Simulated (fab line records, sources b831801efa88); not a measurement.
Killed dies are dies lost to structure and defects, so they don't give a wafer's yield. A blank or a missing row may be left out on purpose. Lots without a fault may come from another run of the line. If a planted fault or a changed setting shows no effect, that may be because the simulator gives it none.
Split-lot experiment | flow sky130 | 23 wafers read from 5 lots, route of 708 steps

== THE SPLIT ITSELF ==
At SKY_CAPM_EXPOSE_09 (exposes mask CAPM, target cd 1000 nm), the setting dose-mj was moved away from the recipe's 159 on 7 of the 23 wafers read, by -3.6% to -2.9%. All remaining wafers had this setting at the recipe value.

== FROM THE SPLIT TO THE READING: what the file shows between them, 2 steps ==
- SKY_CAPM_PEB_10
- SKY_CAPM_DEVELOP_11: develop time 60 s

== THE READING ==
CAPM.cd-nm (the simulator's own value, which no gauge read), in nm, at SKY_CAPM_METAL_ETCH_13 (etches TiN in Cl2/BCl3, stops on SiO2, target depth 220 nm, time 62.9 s). The file does not state a usual value for it. Average 1000.2 nm, standard deviation 3 nm, over the 16 wafers here run with the recipe.

wafer  | tool, chamber at the split | dose-mj as run | against the recipe | CAPM.cd-nm, nm | against lot-mates on the recipe
L074.1 | iline-stepper-02, 0        | 154.4          | -2.9%              | 1010           | +5.3
L074.3 | iline-stepper-02, 0        | 159            | recipe             | 1003           | -
L074.4 | iline-stepper-02, 0        | 159            | recipe             | 1007           | -
L074.5 | iline-stepper-02, 0        | 154.4          | -2.9%              | 1015           | +10.3
L074.6 | iline-stepper-02, 0        | 159            | recipe             | 1004           | -
L076.1 | iline-stepper-01, 0        | 159            | recipe             | 1002           | -
L076.6 | iline-stepper-01, 0        | 159            | recipe             | 1002           | -
L076.2 | iline-stepper-01, 0        | 159            | recipe             | 997.7          | -
L077.1 | iline-stepper-02, 0        | 159            | recipe             | 998.1          | -
L077.3 | iline-stepper-02, 0        | 159            | recipe             | 996.7          | -
L077.4 | iline-stepper-02, 0        | 159            | recipe             | 1001           | -
L077.5 | iline-stepper-02, 0        | 159            | recipe             | 995.1          | -
L077.6 | iline-stepper-02, 0        | 159            | recipe             | 997.4          | -
L081.1 | iline-stepper-01, 0        | 159            | recipe             | 997.8          | -
L081.2 | iline-stepper-01, 0        | 154            | -3.1%              | 1009           | +10.1
L081.3 | iline-stepper-01, 0        | 154            | -3.1%              | 1007           | +8.1
L081.6 | iline-stepper-01, 0        | 154            | -3.1%              | 1007           | +8.1
L081.4 | iline-stepper-01, 0        | 159            | recipe             | 1000           | -
L083.1 | iline-stepper-02, 0        | 153.3          | -3.6%              | 1009           | +8.5
L083.3 | iline-stepper-02, 0        | 153.3          | -3.6%              | 1009           | +8.5
L083.2 | iline-stepper-02, 0        | 159            | recipe             | 1001           | -
L083.4 | iline-stepper-02, 0        | 159            | recipe             | 1001           | -
L083.6 | iline-stepper-02, 0        | 159            | recipe             | 999.4          | -

FIT RESULTS
A straight line over all 23 wafers: CAPM.cd-nm changes by -2.82 nm for each +1% of dose-mj; r = -0.82; the points scatter about the line by 3.1 nm.
The same after taking each lot's own level away (the mean of its wafers on the recipe; 23 wafers): -2.62 nm for each +1%; r = -0.92; scatter 1.7 nm.
On that fit, the largest move of dose-mj shifts the reading by 9.4 nm.
From 997.66 to 1004.67 nm: that is the span of the lots' own levels, equal to 2.4 times the standard deviation above.
The two slopes agree, so the slope changes little with the lot-to-lot level.
Check: with one of the wafers moved furthest among these (-3.6%) left out of the fit, the line predicts +9.59 nm for it against its lot-mates. It came out at +8.53 nm against them.

== OTHER SPLITS APPLIED TO THESE WAFERS ==
Before the reading, these wafers also passed through other splits. Each is held against what the fit with the lots' levels taken away leaves over:
other split on the same wafers | wafers away from the commonest value | r with CAPM.cd-nm (lot level and that fit taken away)
SKY_VIA2_ETCH_15 bias-w        | 8                                    | +0.14

== FILE'S OWN FIT ==
CAPM.cd-nm changes by -2.63 nm for each +1% of dose-mj, r = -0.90.
